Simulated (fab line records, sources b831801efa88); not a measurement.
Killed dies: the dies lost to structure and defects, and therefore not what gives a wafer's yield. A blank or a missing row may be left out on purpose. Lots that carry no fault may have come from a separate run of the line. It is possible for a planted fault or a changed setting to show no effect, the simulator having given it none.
Struck lot and sound lot, side by side || flow sky130 || 16 out of 708 route steps
Sound: these wafers, L235.2, L235.3, L235.5. Struck: wafer L246.6 (left out: L246.3, L246.4 of the same lot, which were not struck); the cause appears at the end.
Per side, at each step with rows, come the tool, then ch with its chambers, and then its first start. Under that, the readings that differ: sound wafers || struck wafers || difference of the means || sigmas: that difference in standard deviations of wafers without a fault.
alike: readings whose means differ by less than 2 such deviations, and words and numbers that are the same on both sides. not compared: withheld readings, readings that some wafer has no value for, bounds like >300 that may hide the same value, and numbers for which the record gives no deviation and whose values overlap.
A row with sigmas, a row that says differs or no value, or rows on one side alone: a step with any of these is where the two part. When numbers do not overlap yet have no deviation, they are printed without sigmas and do not part them. A reading missing from all wafers of one side parts the sides only when that side holds two or more wafers.

SKY_VIA2_CMP_02: polishes SiO2.
  sound on cmp-02 ch 0,1, day 37 03:27; struck on cmp-01 ch 1, day 40 08:47
{"reading": "headPressurePsi (psi)", "sound": "3.999 4.004 3.980", "struck": 4.012, "difference": "+0.018", "sigmas": "+2"}
  alike: motorCurrentA
SKY_VIA2_BOW_MEAS_03:
  struck on filmMetro-02, day 40 09:07; sound on filmMetro-02, day 37 03:46
  alike: VIA2_BOW
then, 8 steps without rows for these wafers: SKY_VIA2_DEHYDRATE_04 (time 60 s); SKY_VIA2_HMDS_05 (prime time 60 s); SKY_VIA2_COAT_06 (resist thk 60 nm); SKY_VIA2_COAT_07 (resist thk 450 nm); SKY_VIA2_SOFTBAKE_08 (time 90 s); SKY_VIA2_EXPOSE_09 (exposes mask VIM2, target cd 200 nm); SKY_VIA2_PEB_10; SKY_VIA2_DEVELOP_11 (develop time 60 s).
SKY_VIA2_CD_MEAS_12: target cd 200 nm.
  struck on cdSem-01, day 41 09:27; sound on cdSem-01, day 38 05:23
{"reading": "cdNm (nm)", "sound": "197.9 198.0 198.5", "struck": 202.5, "difference": "+4.4", "sigmas": "+3"}
SKY_VIA2_OVL_MEAS_13:
  struck on overlay-02, day 41 09:33; sound on overlay-01, day 38 05:30
{"reading": "VIA2_OVL (nm)", "sound": "-1 -3 -2", "struck": 10, "difference": "+12", "sigmas": "+2"}
SKY_VIA2_ETCH_14: etches BARC in N2/H2, stops on SiO2, time 45.9 s, target depth 60 nm.
  sound on rieDiel-01 ch 1,2, day 38 05:32; struck on rieDiel-04 ch 2, day 41 09:34
{"reading": "rfFwdPowerW (W)", "sound": "496.8 494.1 497.1", "struck": 576.0, "difference": "+80.0", "sigmas": "+33"}
{"reading": "model.KrF-thick_of_VIA2_COAT_07.thkNm (nm)", "sound": "391 391.3 391.9", "struck": 386.5, "difference": -4.9, "sigmas": ""}
  alike: drypumpMotorCurrentA, oesProductAu, throttleValvePct
  not compared: rfHoursCounterH
SKY_VIA2_ETCH_15: etches SiO2 in C4F8/O2/Ar, stops on TiN, target depth 546 nm, time 84 s.
  sound on rieDiel-01 ch 1,2, day 38 05:34; struck on rieDiel-04 ch 2, day 41 09:37
{"reading": "model.KrF-thick_of_VIA2_COAT_07.thkNm (nm)", "sound": "277.4 279.9 277.7", "struck": 274.6, "difference": -3.7, "sigmas": ""}
  alike: oesProductAu, rfFwdPowerW
  not compared: rfHoursCounterH
SKY_VIA2_STRIP_16: strips in O2/N2.
  sound on plasmaAsher-02 ch 0,1, day 38 05:38; struck on plasmaAsher-02 ch 0, day 41 09:43
{"reading": "stripTimeToEndpointS (s)", "sound": "4.00 4.02 4.00", "struck": 3.93, "difference": -0.08, "sigmas": -2}
  alike: drypumpMotorCurrentA, oesProductAu
  not compared: rfHoursCounterH
next, for these wafers, 1 step has no rows: SKY_PAD_OPEN_PROBE_99.

## WHERE THEY PART
Last at SKY_VIA2_STRIP_16 as far as this record goes, first at SKY_VIA2_CMP_02.

WHY: what the simulator had put in
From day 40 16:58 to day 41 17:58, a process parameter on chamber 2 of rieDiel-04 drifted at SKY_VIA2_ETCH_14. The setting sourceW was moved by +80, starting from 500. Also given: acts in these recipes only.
